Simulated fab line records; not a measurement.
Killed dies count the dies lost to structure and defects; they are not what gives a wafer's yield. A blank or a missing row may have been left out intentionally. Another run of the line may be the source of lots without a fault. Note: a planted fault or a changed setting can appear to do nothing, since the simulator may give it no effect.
Comparing a struck lot with a sound one	flow sky130	18 steps out of a route of 708
Sound: the wafers L773.2, L773.5, L773.6. Struck: wafer L784.6; the same lot's L784.1 was not struck, so it is left out; see the end for the cause.
Order at every step that has rows: each side's tool, ch and its chambers, its first start. Under that, the readings that differ: sound wafers	struck wafers	difference of the means	sigmas: that difference in standard deviations of wafers without a fault.
alike: a reading whose means differ by less than 2 such deviations, as well as words and numbers matching on both sides. not compared: withheld readings; readings where some wafer has no value; bounds like >300 that might hide an equal value; numbers whose values overlap and for which the record gives no deviation.
A row with sigmas, a row that says differs or no value, or rows on one side alone: a step with any of these is where the two part. Non-overlapping numbers with no deviation appear without sigmas and do not part them. A reading that every wafer of one side lacks parts them only if that side has two wafers or more.

first, 5 steps without rows for these wafers: SKY_VT_ADJUST_LVTN_COAT_13 (resist thk 1140 nm); SKY_VT_ADJUST_LVTN_SOFTBAKE_14 (time 60 s); SKY_VT_ADJUST_LVTN_EXPOSE_15 (exposes mask HVN STD DERIVED, target cd 600 nm); SKY_VT_ADJUST_LVTN_PEB_16; SKY_VT_ADJUST_LVTN_DEVELOP_17 (develop time 60 s).
SKY_VT_ADJUST_LVTN_OVL_MEAS_18:
  sound on overlay-02 at day 9 20:39; struck on overlay-02 at day 13 05:28
reading	sound	struck	difference	sigmas
VT_ADJUST_LVTN_01_OVL (nm)	-0.4 -1.7 -2.4	2.2	+3.7	+2
then, 1 step without rows for these wafers: SKY_VT_ADJUST_LVTN_IMPLANT_19.
SKY_VT_ADJUST_LVTN_STRIP_20: strips in O2/N2.
  sound on plasma-asher-01 ch 0,1, day 9 20:50; struck on plasma-asher-01 ch 1, day 13 05:39
reading	sound	struck	difference	sigmas
oes-product-au (a.u.)	0.725 0.722 0.723	0.714	-0.009	-2
  alike: drypump-motor-current-A, strip-time-to-endpoint-s
  not compared: rf-hours-counter-h
SKY_VT_ADJUST_LVTN_TW_MEAS_21:
  sound on film-metro-03 at day 9 20:56; struck on film-metro-02 at day 13 05:45
reading	sound	struck	difference	sigmas
VT_ADJUST_LVTN_2_TW	191.2 191.6 191.2	188.0	-3.3	-3
then, 3 steps without rows for these wafers: SKY_VT_ADJUST_NCORE_DEHYDRATE_00 (time 60 s); SKY_VT_ADJUST_NCORE_HMDS_01 (prime time 60 s); SKY_VT_ADJUST_NCORE_COAT_02 (resist thk 1140 nm).
SKY_VT_ADJUST_NCORE_SOFTBAKE_03: time 60 s.
  sound on litho-track-01 ch 0, day 10 08:19; struck on litho-track-03 ch 0, day 13 17:54
reading	sound	struck	difference	sigmas
heater-power-total-W (W)	56.63 56.52 56.52	62.25	+5.69	+99 or more
run-length-s (s)	88.84 88.94 88.92	74.37	-14.53	-99 or more
then, 2 steps without rows for these wafers: SKY_VT_ADJUST_NCORE_EXPOSE_04 (exposes mask LVTN COMPLEMENT THIN, target cd 380 nm); SKY_VT_ADJUST_NCORE_PEB_05.
SKY_VT_ADJUST_NCORE_DEVELOP_06: develop time 60 s.
  sound on litho-track-02 ch 0, day 10 18:53; struck on litho-track-02 ch 0, day 14 07:01
reading	sound	struck	difference	sigmas
model.NOVOLAK_of_VT_ADJUST_NCORE_COAT_02.thk-nm (nm)	1141 1142 1144	1148	+6	
SKY_VT_ADJUST_NCORE_CD_MEAS_07: target cd 380 nm.
  sound on cd-sem-02 at day 10 19:02; struck on cd-sem-02 at day 14 07:10
  alike: cd-nm
then, 1 step without rows for these wafers: SKY_PAD_OPEN_PROBE_99.

== WHERE THEY PART ==
Last at SKY_VT_ADJUST_NCORE_SOFTBAKE_03 as far as this record goes, first at SKY_VT_ADJUST_LVTN_OVL_MEAS_18. Later steps at which nothing parts them and some readings are alike: SKY_VT_ADJUST_NCORE_CD_MEAS_07.

WHY: the cause the simulator had injected
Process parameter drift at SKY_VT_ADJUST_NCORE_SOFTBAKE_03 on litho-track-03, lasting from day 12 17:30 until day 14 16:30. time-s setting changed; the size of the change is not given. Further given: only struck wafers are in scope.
